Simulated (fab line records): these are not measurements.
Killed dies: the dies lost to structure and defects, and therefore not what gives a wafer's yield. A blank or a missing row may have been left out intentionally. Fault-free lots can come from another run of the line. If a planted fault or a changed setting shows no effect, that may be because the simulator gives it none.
What tool caused it? | flow sky130 | 39 wafers from 13 lots sampled at 3 of the route's 708 steps

== WHAT EACH GAUGE READ, for each wafer ==
The record lacks any reading of a measuring or inspecting step that a usual standard deviation could be used to judge.

== EACH LOT AND THE TOOL THAT RAN IT (in order: tool; ch and the chambers of the sampled wafers; start) ==
lot  | SKY_VIA3_ETCH_15                   | SKY_VIA3_STRIP_16                    | SKY_PAD_OPEN_PROBE_99
L294 | rie-diel-04 ch 0,1,3, day 39 06:37 | plasma-asher-03 ch 0,1, day 39 06:43 | -
L295 | rie-diel-03 ch 1,3, day 39 19:28   | plasma-asher-03 ch 0, day 39 19:31   | -
L296 | rie-diel-04 ch 0,1, day 40 04:05   | plasma-asher-01 ch 0,1, day 40 04:09 | -
L297 | rie-diel-03 ch 1,2,3, day 40 12:11 | plasma-asher-04 ch 1, day 40 12:15   | -
L298 | rie-diel-02 ch 1,2,3, day 40 22:49 | plasma-asher-03 ch 0,1, day 40 22:55 | -
L301 | rie-diel-03 ch 1,3, day 41 23:16   | plasma-asher-04 ch 0,1, day 41 23:22 | -
L302 | rie-diel-04 ch 0,3, day 42 06:20   | plasma-asher-03 ch 0,1, day 42 06:24 | prober-01, day 47 22:54
L306 | rie-diel-04 ch 0,2,3, day 43 04:56 | plasma-asher-04 ch 0,1, day 43 05:00 | prober-01, day 48 16:58
L308 | rie-diel-04 ch 1,2,3, day 43 21:35 | plasma-asher-01 ch 0,1, day 43 21:39 | -
L312 | rie-diel-02 ch 0,2,3, day 44 20:14 | plasma-asher-04 ch 0,1, day 44 20:18 | prober-01, day 50 00:58
L314 | rie-diel-03 ch 0,1,3, day 45 15:38 | plasma-asher-03 ch 0,1, day 45 15:42 | prober-01, day 50 14:55
L316 | rie-diel-03 ch 0,3, day 45 19:01   | plasma-asher-01 ch 0,1, day 45 19:07 | -
L317 | rie-diel-02 ch 1,3, day 46 00:14   | plasma-asher-04 ch 0,1, day 46 00:18 | -
- SKY_VIA3_ETCH_15: etches SiO2 in C4F8/O2/Ar, stops on TiN, target depth 507 nm, time 78 s.
- SKY_VIA3_STRIP_16: strips in O2/N2.
- SKY_PAD_OPEN_PROBE_99

== WHAT THE TOOLS THEMSELVES READ (means of the sampled wafers that have a number; where no wafer has one, the mark that the record gives instead) ==
SKY_VIA3_ETCH_15.
lot  | tool        | oes-product-au (a.u.) | run-length-s (s)
L294 | rie-diel-04 | 0.948                 | 106.2
L295 | rie-diel-03 | 0.947                 | 105.7
L296 | rie-diel-04 | 0.945                 | 106.4
L297 | rie-diel-03 | 0.946                 | 105.9
L298 | rie-diel-02 | 0.947                 | 106.2
L301 | rie-diel-03 | 0.949                 | 105.7
L302 | rie-diel-04 | 0.949                 | 106.5
L306 | rie-diel-04 | 0.886                 | 115.5
L308 | rie-diel-04 | 0.887                 | 115.7
L312 | rie-diel-02 | 0.950                 | 106.4
L314 | rie-diel-03 | 0.945                 | 105.8
L316 | rie-diel-03 | 0.948                 | 106.0
L317 | rie-diel-02 | 0.947                 | 106.1

SKY_VIA3_STRIP_16.
lot  | tool            | drypump-motor-current-A (A) | oes-product-au (a.u.) | strip-time-to-endpoint-s (s)
L294 | plasma-asher-03 | 5.74                        | 0.399                 | 4.116
L295 | plasma-asher-03 | 5.68                        | 0.400                 | 4.105
L296 | plasma-asher-01 | 6.08                        | 0.406                 | 4.143
L297 | plasma-asher-04 | 6.23                        | 0.397                 | 4.112
L298 | plasma-asher-03 | 5.76                        | 0.405                 | 4.175
L301 | plasma-asher-04 | 6.19                        | 0.398                 | 4.098
L302 | plasma-asher-03 | 5.80                        | 0.399                 | 4.128
L306 | plasma-asher-04 | 6.17                        | 0.395                 | 3.992
L308 | plasma-asher-01 | 6.02                        | 0.397                 | 3.992
L312 | plasma-asher-04 | 6.22                        | 0.403                 | 4.149
L314 | plasma-asher-03 | 5.76                        | 0.401                 | 4.095
L316 | plasma-asher-01 | 6.02                        | 0.402                 | 4.099
L317 | plasma-asher-04 | 6.20                        | 0.407                 | 4.156

SKY_PAD_OPEN_PROBE_99.
lot  | tool      | defect-limited-yield (%) | killed_at_M0_to_M3 | killed_at_M4_up | killed-at-contacts | killed-at-front-end | killed-at-other | killed-dies | killed-on-rim | killed-open | killed-short | sort_bin_3_pad_short (%) | sort_bin_5_function (%) | sort_bin_6_memory (%) | sort-n-pass | sort-yield-pct (%)
L302 | prober-01 | 81.8                     | 46                 | 4.7             | 27                 | 12                  | 0.0             | 90          | 19            | 52          | 37           | 0.4                      | 11.6                    | 6.2                   | 402         | 81.8
L306 | prober-01 | 82.9                     | 36                 | 2.0             | 29                 | 18                  | 0.0             | 84          | 15            | 47          | 37           | 1.1                      | 9.5                     | 6.5                   | 408         | 82.9
L312 | prober-01 | 82.4                     | 46                 | 2.3             | 22                 | 16                  | 0.7             | 87          | 16            | 46          | 41           | 0.6                      | 10.4                    | 6.6                   | 405         | 82.4
L314 | prober-01 | 82.7                     | 42                 | 3.0             | 21                 | 18                  | 0.3             | 85          | 18            | 44          | 40           | 1.0                      | 9.8                     | 6.4                   | 407         | 82.7

== THE ANSWER, worked out from the rows above alone ==
Rule: the lots themselves supply what counts as usual. Put in order of their means at a reading, lots are off if they are a third of the lots or fewer, leave a main group of 4 or more, and stand apart from it by a gap of 3 or more times the standard deviation of the main group's means; of several such gaps the widest counts. A main group is skipped when, at the precision printed for the reading in the tables above, its means are all equal. Also off: a lot with no number at a reading for which 4 or more lots have one. Any other lot the step has rows for is counted as sound. After the gauges, taken in route order, come the tools' own readings; for these a lot's mean is taken, as printed above. The first step at which some lot is off is used, and at that step the reading that is off furthest; a lot without a number counts as furthest.
Off: L306, L308, at SKY_VIA3_ETCH_15 (oes-product-au). Main group: mean 0.947 a.u., sd 0.0016.
A tool fits if, at that step or a process step before it, it ran every lot that is off, and no sound lot after the first of them. One candidate fits, namely rie-diel-04 at SKY_VIA3_ETCH_15. Its last sound lot is L302 (day 42 06:20), its first lot that is off L306 (day 43 04:56): a fault that began between those two fits.
The tool's own readings at SKY_VIA3_ETCH_15 bear it out: on the lots that are off they differ by more than 5 times the standard deviation of the sound lots' means. oes-product-au reads 0.887 a.u. there against 0.947 a.u. on the sound lots; run-length-s reads 115.6 s there against 106.1 s on the sound lots.

== WHAT THE SIMULATOR HAD PUT IN ==
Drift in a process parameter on rie-diel-04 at SKY_VIA3_ETCH_15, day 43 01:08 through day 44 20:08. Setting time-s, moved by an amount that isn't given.
Struck lots among those shown: L306, L308. The same result came from the rule above.
